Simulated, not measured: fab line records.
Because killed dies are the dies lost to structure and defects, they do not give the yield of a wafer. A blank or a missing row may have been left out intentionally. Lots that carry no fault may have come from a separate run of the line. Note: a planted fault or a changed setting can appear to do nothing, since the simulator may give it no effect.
The tool behind it: which one? | flow gf180mcu | 6 lots, 18 wafers sampled, at 3 steps of a route of 602

== WHAT THE GAUGES SHOWED, per wafer ==
GF_TOP_METAL_CD_MEAS_14: the cd target is 440 nm.
lot  | measured     | on        | cd-nm (nm)
L111 | day 28 12:48 | cd-sem-01 | 438.0 441.4 438.5
L115 | day 29 21:28 | cd-sem-01 | 440.3 442.4 441.2
L117 | day 30 10:07 | cd-sem-02 | 437.1 437.7 441.3
L125 | day 32 15:49 | cd-sem-02 | 455.0 455.1 456.4
L129 | day 33 19:55 | cd-sem-02 | 436.0 432.0 434.4
L133 | day 34 15:24 | cd-sem-01 | 438.5 439.4 437.5

== WHICH TOOL RAN EACH LOT (tool, then ch and the chambers of the sampled wafers, then the start) ==
lot  | GF_V5_ETCH_16                      | GF_TOP_METAL_EXPOSE_11
L111 | rie-diel-03 ch 1,2,3, day 27 14:57 | iline-stepper-01 ch 0, day 28 02:54
L115 | rie-diel-04 ch 2,3, day 29 01:03   | iline-stepper-02 ch 0, day 29 12:04
L117 | rie-diel-04 ch 0,1,3, day 29 13:49 | iline-stepper-01 ch 0, day 30 01:24
L125 | rie-diel-04 ch 0,1,3, day 31 22:16 | iline-stepper-02 ch 0, day 32 08:55
L129 | rie-diel-04 ch 1,2,3, day 33 03:52 | iline-stepper-01 ch 0, day 33 12:37
L133 | rie-diel-01 ch 0,1, day 33 22:57   | iline-stepper-01 ch 0, day 34 08:23
- GF_V5_ETCH_16: etches BARC in N2/H2.
- GF_TOP_METAL_EXPOSE_11: exposes mask MetalTop, target cd 440 nm.

== THE ANSWER, worked out from the rows above alone ==
Rule: the lots themselves supply what counts as usual. The widest of any qualifying gaps counts: lots, ordered by their means at a reading, are off when they make up no more than a third of the lots, leave a main group of 4 or more, and stand apart from it by 3 or more times the standard deviation of that group's means. The tables above print the reading to a certain number of digits; a main group whose means all agree to those digits is not used. Also off: a lot with no number at a reading for which 4 or more lots have one. Any other lot the step has rows for is counted as sound.
Off, at GF_TOP_METAL_CD_MEAS_14 on cd-nm: L125. Main group: mean 438.4 nm, sd 2.3.
If a tool, at a process step before that reading, ran all the lots that are off and no sound lot after the first of them, it fits. Gauges at GF_TOP_METAL_CD_MEAS_14: tried the same way as those tools. One candidate fits, namely iline-stepper-02 at GF_TOP_METAL_EXPOSE_11. Its last sound lot is L115 (day 29 12:04), its first lot that is off L125 (day 32 08:55): a fault that began between those two fits.

== WHAT THE SIMULATOR PUT IN ==
Process parameter drift: iline-stepper-02, from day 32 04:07 on, at GF_TOP_METAL_EXPOSE_11. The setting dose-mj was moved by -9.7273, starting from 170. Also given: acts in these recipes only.
Lots struck among those shown: L125. The rule above found the same.
